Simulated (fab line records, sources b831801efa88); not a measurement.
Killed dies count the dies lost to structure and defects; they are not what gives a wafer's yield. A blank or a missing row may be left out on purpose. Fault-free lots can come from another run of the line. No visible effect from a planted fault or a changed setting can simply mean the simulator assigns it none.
fab line records | flow sky130
record lots=6 | wafers=18 | last-day=50
route steps=708 shown CONTACT@418 METAL1@434 PAD_OPEN@708
lots that met no fault: taken from a fault-free run of the same line
start-h: start of the lot's first displayed wafer, in hours after the record's first day | wait-h: hours from the lot's prior step to this one | " the same as in the row above | L1.1+2: a row that stands for several wafers | - no value present, or no start provided | * or withheld: withheld | < > ~ a bound
route shown NAME@n: names a module that has steps shown in the file, with the first one's number in the route | usual: average and standard deviation across the fault-free wafers | same: alike in all rows | chamber/n: place in a boat | sites: each site's reading | _std_site: the values' standard deviation | _edge_site: mean of outer sites minus mean of inner sites | radius-mm: for every site, how far away it sits from the centre of the wafer | mask NAME#n: copy n | behind: the most recent tool/chamber to have shaped the wafer | hold: why the lot went on hold/how many hours it stayed there/how the hold came to an end | device: whichever transistor did not switch (one of n, p or np) | end of line: the tests these same wafers got at the end of their route | for a step that has no rows: nothing shown but its recipe | killed: not the wafer's yield, but the dies lost to structure and defects at the first sort | map: shows each die of a wafer: x if killed, . if not, _ if none is there
set.NAME: the run value of the setting; set.NAME@STEP: its run value at that earlier step | model.NAME: the simulator's own value behind a step, which no gauge read
lots seen at some steps along the route; tables by step, rows by wafer
services: the hour from which a tool's chamber was out of use, counted from the record's first day as start-h (under 0 if before that day), plus the number of hours and why
## steps
# step SKY_CONTACT_PEB_12
# recipe peb-temp-c=withheld | peb-time-s=withheld | resist=KrF-thick
# step SKY_CONTACT_DEVELOP_13
# recipe develop-time-s=60 | resist=KrF-thick | dev-temp-c=21
# step SKY_CONTACT_CD_MEAS_14
# recipe target-cd-nm=170
# usual cd-nm=170.1/1.5
lot.wafer | tool      | chamber | start-h | wait-h | cd-nm
L511.2    | cd-sem-02 | -       | 754.76  | -      | 172.0
L511.5    | "         | -       | "       | "      | 170.8
L511.6    | "         | -       | "       | "      | 170.4
L516.1    | cd-sem-01 | -       | 783.43  | -      | 171.4
L516.4    | "         | -       | "       | "      | 172.1
L516.5    | "         | -       | "       | "      | 172.5
L522.2    | cd-sem-01 | -       | 833.10  | -      | 170.9
L522.3    | "         | -       | "       | "      | 171.2
L522.5    | "         | -       | "       | "      | 172.4
L523.1    | cd-sem-02 | -       | 843.94  | -      | 168.6
L523.4    | "         | -       | "       | "      | 169.4
L523.6    | "         | -       | "       | "      | 169.4
L529.2    | cd-sem-01 | -       | 887.55  | -      | 170.6
L529.5    | "         | -       | "       | "      | 169.7
L529.6    | "         | -       | "       | "      | 171.9
L530.2    | cd-sem-01 | -       | 895.75  | -      | 170.0
L530.3    | "         | -       | "       | "      | 170.5
L530.6    | "         | -       | "       | "      | 169.7
# step SKY_CONTACT_OVL_MEAS_15
# usual CONTACT_OVL=-2/5.2
lot.wafer | tool       | chamber | start-h | wait-h | CONTACT_OVL[nm]
L511.2    | overlay-01 | -       | 754.86  | 0.1    | -4
L511.5    | "          | -       | "       | "      | 5
L511.6    | "          | -       | "       | "      | 0
L516.1    | overlay-01 | -       | 783.55  | 0.1    | -1
L516.4    | "          | -       | "       | "      | -1
L516.5    | "          | -       | "       | "      | 2
L522.2    | overlay-02 | -       | 833.21  | 0.1    | 2
L522.3    | "          | -       | "       | "      | -12
L522.5    | "          | -       | "       | "      | -8
L523.1    | overlay-01 | -       | 844.06  | 0.1    | 10
L523.4    | "          | -       | "       | "      | 7
L523.6    | "          | -       | "       | "      | 6
L529.2    | overlay-01 | -       | 887.65  | 0.1    | 5
L529.5    | "          | -       | "       | "      | -2
L529.6    | "          | -       | "       | "      | 6
L530.2    | overlay-01 | -       | 895.86  | 0.1    | 2
L530.3    | "          | -       | "       | "      | -7
L530.6    | "          | -       | "       | "      | -9
# step SKY_CONTACT_ETCH_16
# recipe chemistry=N2/H2 | target=BARC | ion-energy-ev=200 | source-w=500 | bias-w=100 | pressure-mtorr=30 | n2-flow-sccm=100 | h2-flow-sccm=200 | stop-on=SiO2 | time-s=45.9 | target-depth-a=600
# usual drypump-motor-current-A=6.0/0.33 | n2-flow-sccm=100.00/0.28 | oes-product-au=0.855/0.0047 | throttle-valve-pct=13.225/0.0092
lot.wafer | tool        | chamber | start-h | wait-h | drypump-motor-current-A | n2-flow-sccm | oes-product-au | rf-hours-counter-h | throttle-valve-pct
L511.2    | rie-diel-02 | 0       | 754.89  | 0.0    | 5.7                     | 99.55        | 0.858          | 30                 | 13.225
L511.5    | "           | 0       | "       | "      | 5.7                     | 100.17       | 0.861          | -                  | 13.240
L511.6    | "           | 3       | "       | "      | 5.9                     | 99.56        | 0.851          | -                  | 13.232
L516.1    | rie-diel-01 | 0       | 783.58  | 0.0    | 5.7                     | 100.10       | 0.852          | 25                 | 13.215
L516.4    | "           | 2       | "       | "      | 6.0                     | 100.31       | 0.854          | 1                  | 13.224
L516.5    | "           | 1       | "       | "      | 5.5                     | 100.24       | 0.852          | -                  | 13.220
L522.2    | rie-diel-01 | 0       | 833.24  | 0.0    | 5.6                     | 99.82        | 0.856          | 26                 | 13.239
L522.3    | "           | 2       | "       | "      | 6.0                     | 99.71        | 0.852          | 3                  | 13.214
L522.5    | "           | 3       | "       | "      | 6.5                     | 100.05       | 0.853          | -                  | 13.224
L523.1    | rie-diel-02 | 1       | 844.09  | 0.0    | 6.3                     | 100.11       | 0.852          | 7                  | 13.216
L523.4    | "           | 1       | "       | "      | 6.3                     | 100.08       | 0.855          | -                  | 13.214
L523.6    | "           | 3       | "       | "      | 5.9                     | 100.33       | 0.856          | -                  | 13.220
L529.2    | rie-diel-01 | 1       | 887.68  | 0.0    | 5.5                     | 100.35       | 0.855          | 7                  | 13.230
L529.5    | "           | 2       | "       | "      | 6.0                     | 100.21       | 0.852          | -                  | 13.246
L529.6    | "           | 3       | "       | "      | 6.5                     | 99.78        | 0.860          | -                  | 13.245
L530.2    | rie-diel-02 | 0       | 895.89  | 0.0    | 5.7                     | 100.07       | 0.852          | 1                  | 13.234
L530.3    | "           | 3       | "       | "      | 5.9                     | 100.44       | 0.858          | 16                 | 13.231
L530.6    | "           | 3       | "       | "      | 5.9                     | 100.24       | 0.857          | -                  | 13.222
# step SKY_CONTACT_ETCH_17
# recipe target=SiO2 | chemistry=C4F8/O2/Ar | stop-on=Si3N4 | mask-material=KrF-thick | source-w=1500 | bias-w=1200 | pressure-mtorr=40 | c4f8-flow-sccm=withheld | O2_flow_sccm=6 | Ar_flow_sccm=300 | time-s=withheld | target-depth-a=3400
# step SKY_CONTACT_ETCH_18
# recipe target=Si3N4 | chemistry=CHF3/O2 | stop-on=TiN | source-w=600 | bias-w=200 | pressure-mtorr=40 | chf3-flow-sccm=50 | O2_flow_sccm=5 | time-s=39 | target-depth-a=750
# usual drypump-motor-current-A=6.0/0.33 | oes-product-au=0.854/0.0068 | throttle-valve-pct=8.793/0.0091
lot.wafer | tool        | chamber | start-h | wait-h | drypump-motor-current-A | oes-product-au | rf-hours-counter-h | throttle-valve-pct
L511.2    | rie-diel-02 | 0       | -       | -      | 5.7                     | 0.850          | 30                 | 8.796
L511.5    | "           | 0       | "       | "      | 5.7                     | 0.847          | -                  | 8.802
L511.6    | "           | 3       | "       | "      | 5.9                     | 0.858          | -                  | 8.785
L516.1    | rie-diel-01 | 0       | -       | -      | 5.7                     | 0.849          | 25                 | 8.800
L516.4    | "           | 2       | "       | "      | 6.0                     | 0.860          | 1                  | 8.792
L516.5    | "           | 1       | "       | "      | 5.5                     | 0.857          | -                  | 8.784
L522.2    | rie-diel-01 | 0       | -       | -      | 5.7                     | 0.854          | 26                 | 8.777
L522.3    | "           | 2       | "       | "      | 6.0                     | 0.862          | 3                  | 8.816
L522.5    | "           | 3       | "       | "      | 6.5                     | 0.865          | -                  | 8.789
L523.1    | rie-diel-02 | 1       | -       | -      | 6.3                     | 0.850          | 8                  | 8.793
L523.4    | "           | 1       | "       | "      | 6.3                     | 0.860          | -                  | 8.799
L523.6    | "           | 3       | "       | "      | 5.9                     | 0.860          | -                  | 8.783
L529.2    | rie-diel-01 | 1       | -       | -      | 5.4                     | 0.856          | 7                  | 8.799
L529.5    | "           | 2       | "       | "      | 6.0                     | 0.860          | -                  | 8.789
L529.6    | "           | 3       | "       | "      | 6.5                     | 0.853          | -                  | 8.792
L530.2    | rie-diel-02 | 0       | -       | -      | 5.8                     | 0.844          | 1                  | 8.807
L530.3    | "           | 3       | "       | "      | 5.9                     | 0.861          | 16                 | 8.790
L530.6    | "           | 3       | "       | "      | 5.9                     | 0.865          | -                  | 8.805
# step SKY_CONTACT_STRIP_19
# recipe chemistry=O2/N2 | power-w=1400 | pressure-mtorr=1500 | platen-temp-c=withheld | o2-flow-sccm=3000 | n2-flow-sccm=300 | overash-fraction=0.5
# usual drypump-motor-current-A=5.7/0.33 | n2-flow-sccm=300.1/0.84 | oes-product-au=0.381/0.0045 | strip-time-to-endpoint-s=3.626/0.03
lot.wafer | tool            | chamber | start-h | wait-h | drypump-motor-current-A | n2-flow-sccm | oes-product-au | rf-hours-counter-h | strip-time-to-endpoint-s
L511.2    | plasma-asher-04 | 0       | 755.03  | -      | 5.9                     | 301.8        | 0.378          | 1                  | 3.621
L511.5    | "               | 1       | "       | "      | 6.2                     | 300.2        | 0.379          | -                  | 3.651
L511.6    | "               | 0       | "       | "      | 5.9                     | 302.3        | 0.384          | -                  | 3.646
L516.1    | plasma-asher-02 | 0       | 783.71  | -      | 5.3                     | 300.0        | 0.378          | 62                 | 3.610
L516.4    | "               | 0       | "       | "      | 5.3                     | 299.1        | 0.381          | -                  | 3.616
L516.5    | "               | 1       | "       | "      | 5.7                     | 298.8        | 0.389          | -                  | 3.651
L522.2    | plasma-asher-02 | 0       | 833.37  | -      | 5.3                     | 299.8        | 0.377          | 67                 | 3.625
L522.3    | "               | 1       | "       | "      | 5.7                     | 300.0        | 0.382          | -                  | 3.646
L522.5    | "               | 0       | "       | "      | 5.3                     | 300.6        | 0.379          | -                  | 3.675
L523.1    | plasma-asher-01 | 1       | 844.22  | -      | 5.6                     | 299.7        | 0.386          | 41                 | 3.629
L523.4    | "               | 1       | "       | "      | 5.6                     | 299.6        | 0.377          | -                  | 3.618
L523.6    | "               | 0       | "       | "      | 5.2                     | 300.0        | 0.380          | -                  | 3.652
L529.2    | plasma-asher-02 | 1       | 887.82  | -      | 5.7                     | 299.7        | 0.381          | 71                 | 3.677
L529.5    | "               | 1       | "       | "      | 5.7                     | 299.0        | 0.385          | -                  | 3.635
L529.6    | "               | 0       | "       | "      | 5.3                     | 299.2        | 0.382          | -                  | 3.616
L530.2    | plasma-asher-02 | 0       | 896.02  | -      | 5.3                     | 300.5        | 0.383          | 71                 | 3.632
L530.3    | "               | 1       | "       | "      | 5.7                     | 299.9        | 0.383          | -                  | 3.660
L530.6    | "               | 0       | "       | "      | 5.3                     | 300.4        | 0.382          | -                  | 3.668
# step SKY_CONTACT_STRIP_20
# recipe chemistry=post-etch-residue-remover | time-s=1200 | temp-c=72.5
# step SKY_CONTACT_CLEAN_21
# recipe chemistry=IPA | time-s=180 | temp-c=25
# step SKY_CONTACT_CLEAN_22
# recipe chemistry=O3/DIW | dry=n2-spin
# step SKY_CONTACT_SPUTTER_23
# recipe material=TiN | target-thk-nm=20 | chamber-pressure-pa=5 | power-w=4000 | time-s=80
# usual chamber-pressure-pa=4.999/0.0097 | throttle-valve-pct=30.0/1.2
lot.wafer | tool           | chamber | start-h | wait-h | chamber-pressure-pa | throttle-valve-pct
L511.2    | pvd-sputter-04 | -       | 755.62  | 0.0    | 5.017               | 30.4
L511.5    | "              | -       | "       | "      | 4.996               | 32.0
L511.6    | "              | -       | "       | "      | 4.979               | 29.7
L516.1    | pvd-sputter-04 | -       | 784.75  | 0.0    | 5.012               | 32.4
L516.4    | "              | -       | "       | "      | 5.006               | 29.8
L516.5    | "              | -       | "       | "      | 5.014               | 32.5
L522.2    | pvd-sputter-02 | -       | 833.96  | 0.0    | 4.997               | 29.4
L522.3    | "              | -       | "       | "      | 4.987               | 29.4
L522.5    | "              | -       | "       | "      | 4.999               | 28.7
L523.1    | pvd-sputter-02 | -       | 844.82  | 0.0    | 5.003               | 29.5
L523.4    | "              | -       | "       | "      | 5.006               | 27.9
L523.6    | "              | -       | "       | "      | 5.004               | 29.4
L529.2    | pvd-sputter-02 | -       | 888.41  | 0.0    | 5.005               | 29.6
L529.5    | "              | -       | "       | "      | 5.008               | 28.4
L529.6    | "              | -       | "       | "      | 4.991               | 28.4
L530.2    | pvd-sputter-04 | -       | 896.70  | 0.0    | 4.994               | 29.8
L530.3    | "              | -       | "       | "      | 5.010               | 29.8
L530.6    | "              | -       | "       | "      | 5.002               | 30.6
# step SKY_CONTACT_CVD_24
# recipe material=W | target-thk-nm=340 | time-s=102.12 | temp-c=400 | pressure-torr=40
# usual heater-power-w=804/36
lot.wafer | tool     | chamber | start-h | wait-h | heater-power-w | model.W_of_CONTACT_CVD_24.thk-nm
L511.2    | cvd-w-01 | 0       | 755.68  | 0.0    | 753            | 336.8
L511.5    | "        | 1       | "       | "      | 827            | 334.3
L511.6    | "        | 0       | "       | "      | 736            | 336.3
L516.1    | cvd-w-02 | 0       | 784.81  | 0.0    | 777            | 337.7
L516.4    | "        | 1       | "       | "      | 816            | 338.1
L516.5    | "        | 1       | "       | "      | 826            | 334.5
L522.2    | cvd-w-01 | 0       | 834.03  | 0.0    | 751            | 561.3
L522.3    | "        | 0       | "       | "      | 759            | 559.2
L522.5    | "        | 1       | "       | "      | 831            | 560.6
L523.1    | cvd-w-01 | 1       | 844.88  | 0.0    | 819            | 563.5
L523.4    | "        | 1       | "       | "      | 812            | 561.6
L523.6    | "        | 1       | "       | "      | 843            | 566.8
L529.2    | cvd-w-02 | 1       | 888.51  | 0.1    | 854            | 333.8
L529.5    | "        | 1       | "       | "      | 833            | 337.3
L529.6    | "        | 1       | "       | "      | 847            | 330.9
L530.2    | cvd-w-02 | 1       | 896.76  | 0.0    | 830            | 333.7
L530.3    | "        | 0       | "       | "      | 799            | 333.1
L530.6    | "        | 1       | "       | "      | 833            | 334.7
# step SKY_CONTACT_RS_MEAS_25
# recipe thk-meas-gauge=four-point-probe | reads=W_of_CONTACT_CVD_24+TiN_of_CONTACT_SPUTTER_23
# usual CONTACT_W_RS=0.339/0.0039
lot.wafer | tool          | chamber | start-h | wait-h | CONTACT_W_RS[ohm/sq]
L511.2    | film-metro-02 | -       | 755.81  | 0.1    | 0.339
L511.5    | "             | -       | "       | "      | 0.342
L511.6    | "             | -       | "       | "      | 0.341
L516.1    | film-metro-03 | -       | 784.92  | 0.1    | 0.339
L516.4    | "             | -       | "       | "      | 0.338
L516.5    | "             | -       | "       | "      | 0.343
L522.2    | film-metro-02 | -       | 834.16  | 0.1    | 0.203
L522.3    | "             | -       | "       | "      | 0.204
L522.5    | "             | -       | "       | "      | 0.203
L523.1    | film-metro-02 | -       | 845.10  | 0.2    | 0.202
L523.4    | "             | -       | "       | "      | 0.204
L523.6    | "             | -       | "       | "      | 0.201
L529.2    | film-metro-02 | -       | 888.71  | 0.2    | 0.344
L529.5    | "             | -       | "       | "      | 0.340
L529.6    | "             | -       | "       | "      | 0.347
L530.2    | film-metro-02 | -       | 896.89  | 0.1    | 0.344
L530.3    | "             | -       | "       | "      | 0.345
L530.6    | "             | -       | "       | "      | 0.342
# step SKY_CONTACT_THK_MEAS_26
# recipe thk-meas-gauge=xrf | reads=W_of_CONTACT_CVD_24
# usual CONTACT_W_THK=343/4.8
lot.wafer | tool          | chamber | start-h | wait-h | CONTACT_W_THK[nm]
L511.2    | film-metro-02 | -       | 755.92  | 0.1    | 340
L511.5    | "             | -       | "       | "      | 340
L511.6    | "             | -       | "       | "      | 341
L516.1    | film-metro-03 | -       | 785.04  | 0.1    | 343
L516.4    | "             | -       | "       | "      | 345
L516.5    | "             | -       | "       | "      | 340
L522.2    | film-metro-02 | -       | 834.27  | 0.1    | -
L522.3    | "             | -       | "       | "      | -
L522.5    | "             | -       | "       | "      | -
L523.1    | film-metro-02 | -       | 845.22  | 0.1    | -
L523.4    | "             | -       | "       | "      | -
L523.6    | "             | -       | "       | "      | -
L529.2    | film-metro-02 | -       | 888.82  | 0.1    | 339
L529.5    | "             | -       | "       | "      | 342
L529.6    | "             | -       | "       | "      | 334
L530.2    | film-metro-02 | -       | 897.00  | 0.1    | 338
L530.3    | "             | -       | "       | "      | 338
L530.6    | "             | -       | "       | "      | 337
# step SKY_CONTACT_CMP_27
# recipe stop-on=SiO2 | t-overpolish-s=15 | down-force-psi=3.5 | platen-rpm=60 | target-thk-nm=0 | pad-velocity-m-s=0.94248
# usual motor-current-A=10.7/0.73 | platen-rpm=60.00/0.041 | time-to-endpoint-s=83/3.1
lot.wafer | tool   | chamber | start-h | wait-h | motor-current-A | platen-rpm | time-to-endpoint-s
L511.2    | cmp-01 | 2       | 755.97  | 0.0    | 12.1            | 60.03      | 85
L511.6    | "      | 2       | "       | "      | 11.8            | 60.02      | 81
L511.5    | "      | 3       | "       | "      | 11.3            | 60.00      | 84
L516.1    | cmp-02 | 2       | 785.10  | 0.1    | 10.7            | 59.95      | 79
L516.4    | "      | 0       | "       | "      | 10.0            | 59.96      | 81
L516.5    | "      | 2       | "       | "      | 10.6            | 59.99      | 79
L522.2    | cmp-01 | 2       | 834.37  | 0.1    | 11.2            | 60.04      | 137
L522.3    | "      | 0       | "       | "      | 10.2            | 60.01      | 141
L522.5    | "      | 2       | "       | "      | 11.6            | 60.02      | 138
L523.4    | cmp-02 | 2       | 845.33  | 0.1    | 11.7            | 60.03      | 138
L523.1    | "      | 0       | "       | "      | 10.1            | 60.08      | 141
L523.6    | "      | 2       | "       | "      | 10.7            | 59.91      | 146
L529.2    | cmp-02 | 1       | 889.02  | 0.2    | 11.7            | 59.97      | 83
L529.5    | "      | 2       | "       | "      | 11.2            | 60.08      | 89
L529.6    | "      | 3       | "       | "      | 10.3            | 60.01      | 87
L530.2    | cmp-02 | 2       | 897.05  | 0.0    | 11.0            | 60.06      | 84
L530.3    | "      | 3       | "       | "      | 10.3            | 60.06      | 86
L530.6    | "      | 3       | "       | "      | 10.1            | 60.04      | 88
# step SKY_METAL1_SPUTTER_00
# recipe material=Ti | target-thk-nm=15 | power-w=3000 | time-s=10 | chamber-pressure-pa=0.4
# usual chamber-pressure-pa=0.3998/0.00081 | throttle-valve-pct=30.0/0.91
lot.wafer | tool           | chamber | start-h | wait-h | chamber-pressure-pa | throttle-valve-pct
L511.2    | pvd-sputter-01 | -       | 756.27  | 0.2    | 0.4013              | 29.6
L511.5    | "              | -       | "       | "      | 0.4001              | 30.0
L511.6    | "              | -       | "       | "      | 0.4003              | 28.2
L516.1    | pvd-sputter-01 | -       | 785.40  | 0.2    | 0.4012              | 28.4
L516.4    | "              | -       | "       | "      | 0.4001              | 30.0
L516.5    | "              | -       | "       | "      | 0.3996              | 30.0
L522.2    | pvd-sputter-01 | -       | 834.62  | 0.2    | 0.3996              | 30.0
L522.3    | "              | -       | "       | "      | 0.4017              | 28.3
L522.5    | "              | -       | "       | "      | 0.3989              | 29.8
L523.1    | pvd-sputter-01 | -       | 845.58  | 0.1    | 0.4002              | 28.5
L523.4    | "              | -       | "       | "      | 0.4003              | 30.5
L523.6    | "              | -       | "       | "      | 0.4008              | 29.6
L529.2    | pvd-sputter-01 | -       | 889.17  | 0.1    | 0.3995              | 30.4
L529.5    | "              | -       | "       | "      | 0.3998              | 29.6
L529.6    | "              | -       | "       | "      | 0.4001              | 30.6
L530.2    | pvd-sputter-03 | -       | 897.35  | 0.2    | 0.4011              | 29.4
L530.3    | "              | -       | "       | "      | 0.3992              | 31.6
L530.6    | "              | -       | "       | "      | 0.4000              | 29.7
# step SKY_PAD_OPEN_PROBE_99
# usual killed_at_M0_to_M3=43/7 | killed_at_M4_up=3.1/2 | killed-at-contacts=24/5.3 | killed-at-front-end=15/4.2 | killed-at-other=0.4/0.66 | killed-dies=86/9.5 | killed-open=47/7.4 | killed-short=38/6.2
# same gross-dies=492 | killed-at-back-side=0
lot.wafer | tool      | chamber | start-h | wait-h | killed_at_M0_to_M3 | killed_at_M4_up | killed-at-contacts | killed-at-front-end | killed-at-other | killed-dies | killed-open | killed-short
L511.2    | prober-01 | -       | 1090.83 | 0.1    | 46                 | 2               | 21                 | 18                  | 0               | 87          | 50          | 37
L511.5    | prober-01 | -       | 1090.98 | 0.2    | 43                 | 3               | 23                 | 18                  | 0               | 87          | 47          | 40
L511.6    | prober-01 | -       | 1091.03 | 0.2    | 41                 | 3               | 24                 | 16                  | 0               | 84          | 43          | 41
L516.1    | prober-01 | -       | 1113.94 | 0.1    | 32                 | 2               | 19                 | 10                  | 0               | 63          | 30          | 33
L516.4    | prober-01 | -       | 1114.09 | 0.2    | 41                 | 1               | 33                 | 7                   | 0               | 82          | 51          | 31
L516.5    | prober-01 | -       | 1114.14 | 0.2    | 48                 | 3               | 22                 | 12                  | 0               | 85          | 41          | 42
L529.2    | prober-02 | -       | 1185.07 | 0.1    | 41                 | 2               | 23                 | 28                  | 0               | 94          | 53          | 41
L529.5    | prober-02 | -       | 1185.22 | 0.2    | 36                 | 1               | 25                 | 18                  | 2               | 82          | 48          | 32
L529.6    | prober-02 | -       | 1185.27 | 0.2    | 42                 | 1               | 39                 | 13                  | 0               | 95          | 48          | 47
L530.2    | prober-01 | -       | 1190.73 | 0.1    | 43                 | 3               | 19                 | 19                  | 0               | 84          | 50          | 34
L530.3    | prober-01 | -       | 1190.78 | 0.2    | 44                 | 0               | 29                 | 16                  | 0               | 89          | 53          | 36
L530.6    | prober-01 | -       | 1190.93 | 0.2    | 58                 | 3               | 14                 | 11                  | 0               | 86          | 39          | 47
# killed by level:class
L511.2 VIA1:geometric-particle:open=14 LI_CONTACT:geometric-particle:open=7 CONTACT:geometric-particle:open=6 VIA2:geometric-particle:open=5 VIA1:geometric-particle:short=5 VIA3:geometric-particle:open=5 SPACER:geometric-particle:short=4 METAL2:geometric-particle:short=4
L511.5 VIA1:geometric-particle:open=9 CONTACT:geometric-particle:open=9 VIA2:geometric-particle:open=8 CONTACT:geometric-particle:short=6 LI_CONTACT:geometric-particle:open=6 METAL1:geometric-particle:short=6 FIELD_ISO:geometric-particle:open=5 FIELD_ISO:geometric-particle:short=5
L511.6 CONTACT:geometric-particle:open=9 VIA2:geometric-particle:open=7 VIA3:geometric-particle:open=7 VIA3:geometric-particle:short=6 FIELD_ISO:geometric-particle:short=5 LI_CONTACT:geometric-particle:open=5 CONTACT:geometric-particle:short=5 POLY_GATE:geometric-particle:open=4
L516.1 METAL2:geometric-particle:short=9 CONTACT:geometric-particle:open=7 VIA1:geometric-particle:open=7 LI_CONTACT:geometric-particle:open=5 LI_CONTACT:geometric-particle:short=4 VIA2:geometric-particle:open=4 METAL3:geometric-particle:short=4 FIELD_ISO:geometric-particle:short=3
L516.4 VIA1:geometric-particle:open=12 CONTACT:geometric-particle:open=11 LI_CONTACT:geometric-particle:open=8 METAL2:geometric-particle:short=8 LI_CONTACT:geometric-particle:short=5 CONTACT:geometric-particle:short=5 METAL1:geometric-particle:short=5 VIA3:geometric-particle:open=5
L516.5 VIA1:geometric-particle:open=14 LI_CONTACT:geometric-particle:open=10 METAL1:geometric-particle:short=7 VIA1:geometric-particle:short=7 VIA2:geometric-particle:open=6 LOCAL_INTERCONNECT:geometric-particle:short=5 VIA3:geometric-particle:open=4 CONTACT:geometric-particle:short=4
L529.2 VIA3:geometric-particle:open=11 FIELD_ISO:geometric-particle:open=8 LI_CONTACT:geometric-particle:open=7 POLY_GATE:geometric-particle:open=7 METAL2:geometric-particle:short=7 METAL1:geometric-particle:short=7 CONTACT:geometric-particle:short=6 VIA1:geometric-particle:open=5
L529.5 CONTACT:geometric-particle:open=13 VIA1:geometric-particle:open=9 FIELD_ISO:geometric-particle:open=6 METAL1:geometric-particle:short=6 POLY_GATE:geometric-particle:short=5 LI_CONTACT:geometric-particle:open=5 VIA3:geometric-particle:open=5 CONTACT:geometric-particle:short=4
L529.6 CONTACT:geometric-particle:open=11 LOCAL_INTERCONNECT:geometric-particle:short=10 VIA3:geometric-particle:open=10 VIA1:geometric-particle:open=9 LI_CONTACT:geometric-particle:open=6 CONTACT:geometric-particle:short=6 LI_CONTACT:geometric-particle:short=5 METAL2:geometric-particle:short=5
L530.2 VIA1:geometric-particle:open=14 LI_CONTACT:geometric-particle:open=8 CONTACT:geometric-particle:open=8 FIELD_ISO:geometric-particle:open=6 POLY_GATE:geometric-particle:short=6 METAL1:geometric-particle:short=6 VIA3:geometric-particle:short=5 VIA1:geometric-particle:short=4
L530.3 VIA1:geometric-particle:open=14 CONTACT:geometric-particle:open=12 LI_CONTACT:geometric-particle:open=6 VIA2:geometric-particle:open=6 CONTACT:geometric-particle:short=6 METAL1:geometric-particle:short=6 VIA1:geometric-particle:short=4 VIA3:geometric-particle:open=4
L530.6 VIA2:geometric-particle:open=11 VIA1:geometric-particle:open=10 METAL1:geometric-particle:short=10 CONTACT:geometric-particle:open=9 METAL2:geometric-particle:short=8 VIA2:geometric-particle:short=6 FIELD_ISO:geometric-particle:short=4 VIA1:geometric-particle:short=4
## services
tool            | chamber | start-h | hours | kind
cvd-w-01        | -       | 736.80  | 0.9   | repair
rie-diel-02     | 0       | 737.60  | 8.1   | repair
cmp-02          | -       | 744.23  | 4.0   | pm
cmp-02          | -       | 748.23  | 5.8   | pm
rie-diel-01     | -       | 755.00  | 0.5   | repair
rie-diel-02     | 1       | 758.74  | 11.3  | repair
pvd-sputter-01  | -       | 767.06  | 4.4   | repair
cmp-02          | -       | 771.17  | 0.5   | repair
cvd-w-01        | 0       | 773.90  | 13.0  | repair
cmp-02          | -       | 782.75  | 1.2   | repair
plasma-asher-02 | -       | 791.74  | 2.6   | repair
rie-diel-02     | 2       | 796.98  | 5.3   | repair
cvd-w-02        | -       | 797.33  | 1.4   | repair
pvd-sputter-01  | -       | 806.28  | 0.7   | repair
cvd-w-02        | 0       | 811.18  | 2.8   | repair
pvd-sputter-04  | -       | 816.39  | 3.8   | repair
cvd-w-02        | -       | 821.80  | 0.6   | repair
plasma-asher-02 | -       | 837.56  | 14.6  | pm
rie-diel-02     | 0       | 843.50  | 6.7   | repair
cmp-02          | -       | 848.53  | 23.0  | pm
pvd-sputter-01  | -       | 858.52  | 5.7   | repair
plasma-asher-02 | -       | 859.10  | 0.8   | repair
plasma-asher-02 | -       | 884.87  | 1.1   | repair
rie-diel-02     | 1       | 890.49  | 2.4   | repair
## key
first-sign step=SKY_CONTACT_RS_MEAS_25 | reading=CONTACT_W_RS | direction=down | sigmas=35 | usual=0.339 | struck=0.203
effect step=SKY_CONTACT_THK_MEAS_26 | reading=CONTACT_W_THK | direction=missing
effect step=SKY_CONTACT_CMP_27 | reading=time-to-endpoint-s | direction=up | sigmas=19 | usual=* | struck=*
model-effect step=SKY_CONTACT_CVD_24 | value=W_of_CONTACT_CVD_24.thk-nm | without=341.9 | struck=562.2
met-at SKY_CONTACT_CVD_24
struck-wafers L522.2,L522.3,L522.5,L523.1,L523.4,L523.6
tester-left-out L522,L523
onset-between 755.68 834.03
fault kind=process-parameter-drift | tool=cvd-w-01 | chamber=- | onset-h=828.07 | steps=SKY_CONTACT_CVD_24 | channel=target-thk-nm | offset=220.09 | shape=step | end-h=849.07 | acts-in=these-recipes-only | stated=340
# tester-left-out: of these lots the tester's yield and bins aren't shown, on N5 and GAA mostly nor the transistor test; their killed dies are dies lost to structure and defects alone, not to doping, threshold or leakage, so they don't give the yield
